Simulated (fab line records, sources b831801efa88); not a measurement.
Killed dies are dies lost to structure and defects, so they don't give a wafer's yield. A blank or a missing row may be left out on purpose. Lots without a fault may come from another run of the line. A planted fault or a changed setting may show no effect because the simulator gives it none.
fab line records | flow gf180mcu
record lots=14 wafers=42 last_day=34
route steps=602 shown HV_LDD@210 CONTACT@312 M1@317 M2@365
lots that met no fault: from a run of the same line without faults
start_h: hours from the record's first day to the start of the lot's first wafer shown | wait_h: hours since the lot's step before | " the same as in the row above | L1.1+2: a row that stands for several wafers | - no value, or no start given | * or withheld: withheld | < > ~ a bound
route shown NAME@n: a module of which the file shows steps, and the number in the route of the first | usual: mean/standard deviation of fault-free wafers | same: alike in all rows | chamber/n: place in a boat | sites: the reading at each site | _std_site: their standard deviation | _edge_site: outer sites' mean less inner sites' | radius_mm: how far each site lies from the wafer's centre | mask NAME#n: copy n | behind: the tool/chamber that last shaped the wafer | hold: why the lot was held/for how many hours/how that ended | device: the transistor (n, p or np) that didn't switch | end of line: the same wafers' tests at the end of the route | a step without rows: its recipe alone | killed: dies lost to structure and defects at the first sort, not the wafer's yield | map: a wafer's dies, x killed, . not, _ none there
set.NAME: the setting as run; set.NAME@STEP: as run at that earlier step | model.NAME: the simulator's own value behind a step, which no gauge read
steps of the route over a sample of lots; a table a step, a row a wafer
services: from which hour (start_h, from the record's first day; less than 0 if before it) a tool's chamber was out of use, for how many hours, and why
## steps
# step GF_HV_LDD_IMPLANT_34
# recipe species=P energy_kev=60 dose_cm2=7.5e+12 tilt_deg=30 rotation_deg=90
# columns lot.wafer tool chamber start_h wait_h
L981.1+2+6 implanter-03 0 249.69 0.1
L982.1+2+3 implanter-02 0 261.64 0.1
L983.2+4+6 implanter-04 0 271.72 0.1
L984.1+4+5 implanter-04 0 277.29 0.1
L988.3+4+6 implanter-02 0 311.05 0.1
L989.1+3+5 implanter-02 0 313.99 0.1
L990.2+3+5 implanter-03 0 328.57 0.1
L991.3+5+6 implanter-03 0 332.29 0.1
L992.1+3+4 implanter-03 0 339.09 0.1
L999.1+4+6 implanter-03 0 394.99 0.1
L100.4+5+6 implanter-03 0 402.17 0.1
L101.1+5+6 implanter-04 0 411.95 0.1
L102.1+3+6 implanter-04 0 419.95 0.1
L104.1+3+4 implanter-04 0 430.10 0.1
# step GF_HV_LDD_RS_MEAS_53
# recipe thk_meas_gauge=four-point-probe
# usual HV_LDD_RS=419.0/0.82
# columns lot.wafer tool chamber start_h wait_h HV_LDD_RS[ohm/sq]
L981.1 film_metro-04 - 269.39 0.1 420.6
L981.2 " - " " 419.6
L981.6 " - " " 418.9
L982.1 film_metro-03 - 281.92 0.1 419.1
L982.2 " - " " 419.7
L982.3 " - " " 420.0
L983.2 film_metro-03 - 292.19 0.1 419.8
L983.4 " - " " 419.1
L983.6 " - " " 420.1
L984.1 film_metro-04 - 297.82 0.1 419.9
L984.4 " - " " 418.8
L984.5 " - " " 419.5
L988.3 film_metro-04 - 332.96 0.1 418.7
L988.4 " - " " 418.4
L988.6 " - " " 419.8
L989.1 film_metro-03 - 336.57 0.1 418.7
L989.3 " - " " 419.4
L989.5 " - " " 417.7
L990.2 film_metro-03 - 351.29 0.1 419.7
L990.3 " - " " 419.2
L990.5 " - " " 419.0
L991.3 film_metro-04 - 354.11 0.1 417.9
L991.5 " - " " 417.9
L991.6 " - " " 419.8
L992.1 film_metro-04 - 362.20 0.1 418.3
L992.3 " - " " 418.7
L992.4 " - " " 419.6
L999.1 film_metro-01 - 419.67 0.1 -
L999.4 " - " " -
L999.6 " - " " -
L100.4 film_metro-01 - 426.73 0.1 -
L100.5 " - " " -
L100.6 " - " " -
L101.1 film_metro-04 - 437.32 0.1 419.6
L101.5 " - " " 420.1
L101.6 " - " " 420.7
L102.1 film_metro-01 - 445.32 0.1 417.0
L102.3 " - " " 418.7
L102.6 " - " " 418.5
L104.1 film_metro-01 - 455.41 0.1 419.4
L104.3 " - " " 419.1
L104.4 " - " " 418.5
# step GF_CONTACT_RS_MEAS_25
# recipe thk_meas_gauge=four-point-probe reads=W_of_CONTACT_CVD_24+TiN_of_CONTACT_SPUTTER_23+Ti_of_CONTACT_SPUTTER_22
# usual CONTACT_W_RS=0.385/0.0034
# columns lot.wafer tool chamber start_h wait_h CONTACT_W_RS[ohm/sq]
L981.1 film_metro-03 - 359.67 0.1 0.381
L981.2 " - " " 0.381
L981.6 " - " " 0.378
L982.1 film_metro-03 - 373.07 0.1 0.388
L982.2 " - " " 0.391
L982.3 " - " " 0.386
L983.2 film_metro-04 - 383.07 0.1 0.381
L983.4 " - " " 0.385
L983.6 " - " " 0.387
L984.1 film_metro-04 - 389.94 0.1 0.389
L984.4 " - " " 0.389
L984.5 " - " " 0.387
L988.3 film_metro-04 - 430.59 0.1 0.383
L988.4 " - " " 0.379
L988.6 " - " " 0.378
L989.1 film_metro-03 - 435.96 0.1 0.386
L989.3 " - " " 0.395
L989.5 " - " " 0.389
L990.2 film_metro-04 - 450.43 0.1 0.378
L990.3 " - " " 0.381
L990.5 " - " " 0.383
L991.3 film_metro-04 - 453.40 0.1 0.385
L991.5 " - " " 0.387
L991.6 " - " " 0.381
L992.1 film_metro-01 - 462.61 0.1 0.387
L992.3 " - " " 0.386
L992.4 " - " " 0.384
L999.1 film_metro-03 - 521.66 0.1 0.385
L999.4 " - " " 0.384
L999.6 " - " " 0.388
L100.4 film_metro-04 - 529.02 0.1 0.384
L100.5 " - " " 0.387
L100.6 " - " " 0.388
L101.1 film_metro-04 - 538.82 0.1 0.388
L101.5 " - " " 0.386
L101.6 " - " " 0.379
L102.1 film_metro-04 - 546.52 0.1 0.384
L102.3 " - " " 0.382
L102.6 " - " " 0.386
L104.1 film_metro-01 - 557.20 0.1 0.386
L104.3 " - " " 0.384
L104.4 " - " " 0.384
# step GF_M1_SPUTTER_02
# recipe material=AlCu target_thk_nm=450 power_w=10600 time_s=23.9 chamber_pressure_pa=0.4
# usual throttle_valve_pct=29.7/1.4
# columns lot.wafer tool chamber start_h wait_h throttle_valve_pct
L981.1 pvd_sputter-04 - 360.28 0.0 32.7
L981.2 " - " " 30.4
L981.6 " - " " 27.5
L982.1 pvd_sputter-03 - 373.68 0.0 30.7
L982.2 " - " " 29.1
L982.3 " - " " 28.9
L983.2 pvd_sputter-04 - 383.66 0.0 30.0
L983.4 " - " " 27.8
L983.6 " - " " 30.2
L984.1 pvd_sputter-04 - 390.55 0.0 27.6
L984.4 " - " " 30.2
L984.5 " - " " 27.6
L988.3 pvd_sputter-02 - 431.16 0.0 30.5
L988.4 " - " " 29.7
L988.6 " - " " 29.6
L989.1 pvd_sputter-03 - 436.57 0.0 29.3
L989.3 " - " " 30.5
L989.5 " - " " 30.3
L990.2 pvd_sputter-04 - 451.02 0.0 32.7
L990.3 " - " " 30.4
L990.5 " - " " 29.9
L991.3 pvd_sputter-04 - 453.97 0.0 27.7
L991.5 " - " " 27.4
L991.6 " - " " 30.1
L992.1 pvd_sputter-04 - 463.22 0.0 32.6
L992.3 " - " " 27.5
L992.4 " - " " 27.7
L999.1 pvd_sputter-02 - 522.27 0.0 29.4
L999.4 " - " " 30.8
L999.6 " - " " 29.3
L100.4 pvd_sputter-02 - 529.57 0.0 29.7
L100.5 " - " " 30.5
L100.6 " - " " 31.0
L101.1 pvd_sputter-03 - 539.43 0.0 28.7
L101.5 " - " " 30.5
L101.6 " - " " 30.6
L102.1 pvd_sputter-02 - 547.13 0.0 30.7
L102.3 " - " " 30.7
L102.6 " - " " 30.5
L104.1 pvd_sputter-03 - 557.81 0.0 30.5
L104.3 " - " " 30.6
L104.4 " - " " 29.2
# step GF_M2_SPUTTER_03
# recipe material=Ti target_thk_nm=10 substrate_temp_c=300 chamber_pressure_pa=0.3 power_w=3000 time_s=6.7
# usual throttle_valve_pct=29.9/1.5
# columns lot.wafer tool chamber start_h wait_h throttle_valve_pct
L981.1 pvd_sputter-04 - 409.45 0.0 32.5
L981.2 " - " " 27.8
L981.6 " - " " 27.9
L982.1 pvd_sputter-01 - 422.71 0.0 31.3
L982.2 " - " " 30.4
L982.3 " - " " 29.8
L983.2 pvd_sputter-01 - 433.53 0.0 29.2
L983.4 " - " " 30.0
L983.6 " - " " 29.1
L984.1 pvd_sputter-04 - 441.40 0.0 27.8
L984.4 " - " " 32.2
L984.5 " - " " 30.3
L988.3 pvd_sputter-04 - 482.16 0.0 27.5
L988.4 " - " " 30.2
L988.6 " - " " 32.5
L989.1 pvd_sputter-04 - 488.68 0.0 30.1
L989.3 " - " " 27.9
L989.5 " - " " 30.1
L990.2 pvd_sputter-04 - 501.77 0.0 32.8
L990.3 " - " " 30.0
L990.5 " - " " 27.6
L991.3 pvd_sputter-01 - 505.47 0.0 30.3
L991.5 " - " " 29.9
L991.6 " - " " 30.3
L992.1 pvd_sputter-02 - 513.21 0.0 30.4
L992.3 " - " " 29.9
L992.4 " - " " 31.1
L999.1 pvd_sputter-02 - 570.00 0.0 30.5
L999.4 " - " " 29.4
L999.6 " - " " 30.3
L100.4 pvd_sputter-02 - 578.28 0.0 29.5
L100.5 " - " " 30.9
L100.6 " - " " 29.5
L101.1 pvd_sputter-02 - 586.13 0.0 30.6
L101.5 " - " " 29.5
L101.6 " - " " 29.5
L102.1 pvd_sputter-04 - 593.61 0.0 27.4
L102.3 " - " " 30.1
L102.6 " - " " 27.6
L104.1 pvd_sputter-01 - 604.34 0.0 29.3
L104.3 " - " " 29.7
L104.4 " - " " 31.2
## services
# columns tool chamber start_h hours kind
implanter-04 - 247.54 5.3 pm
pvd_sputter-01 - 257.74 1.9 repair
implanter-04 - 296.76 19.1 pm
pvd_sputter-02 - 308.76 1.1 repair
implanter-04 - 326.38 4.4 repair
implanter-03 - 363.59 1.6 repair
implanter-03 - 376.63 4.1 pm
implanter-03 - 382.96 1.6 repair
pvd_sputter-04 - 398.94 3.2 repair
pvd_sputter-01 - 400.45 1.4 repair
pvd_sputter-01 - 412.27 0.6 repair
pvd_sputter-02 - 412.52 1.1 repair
pvd_sputter-01 - 438.60 2.9 repair
implanter-04 - 446.37 6.5 pm
implanter-03 - 462.08 13.7 pm
pvd_sputter-03 - 509.71 2.5 repair
implanter-04 - 513.30 6.5 repair
pvd_sputter-01 - 533.63 1.5 repair
pvd_sputter-02 - 535.81 6.8 repair
pvd_sputter-01 - 551.98 7.7 repair
pvd_sputter-02 - 560.63 5.4 repair
pvd_sputter-01 - 570.48 26.4 repair
pvd_sputter-03 - 587.65 2.4 repair
implanter-03 - 591.10 2.9 repair
## key
first_sign step=GF_HV_LDD_RS_MEAS_53 reading=HV_LDD_RS direction=missing
effect none on later readings
met_at GF_HV_LDD_IMPLANT_34
struck_lots L999,L100
tester_left_out L999,L100
not_acting_at GF_CONTACT_RS_MEAS_25,GF_M1_SPUTTER_02,GF_M2_SPUTTER_03
onset_between 339.09 394.99
fault kind=process_parameter_drift tool=implanter-03 chamber=- onset_h=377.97 steps=GF_HV_LDD_IMPLANT_34 channel=tilt_deg offset=6.4686 spread_by_wafer=0.3 shape=step end_h=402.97 acts_in=these_recipes_only stated=30
# tester_left_out: of these lots the tester's yield and bins aren't shown, on N5 and GAA mostly nor the transistor test; their killed dies are dies lost to structure and defects alone, not to doping, threshold or leakage, so they don't give the yield
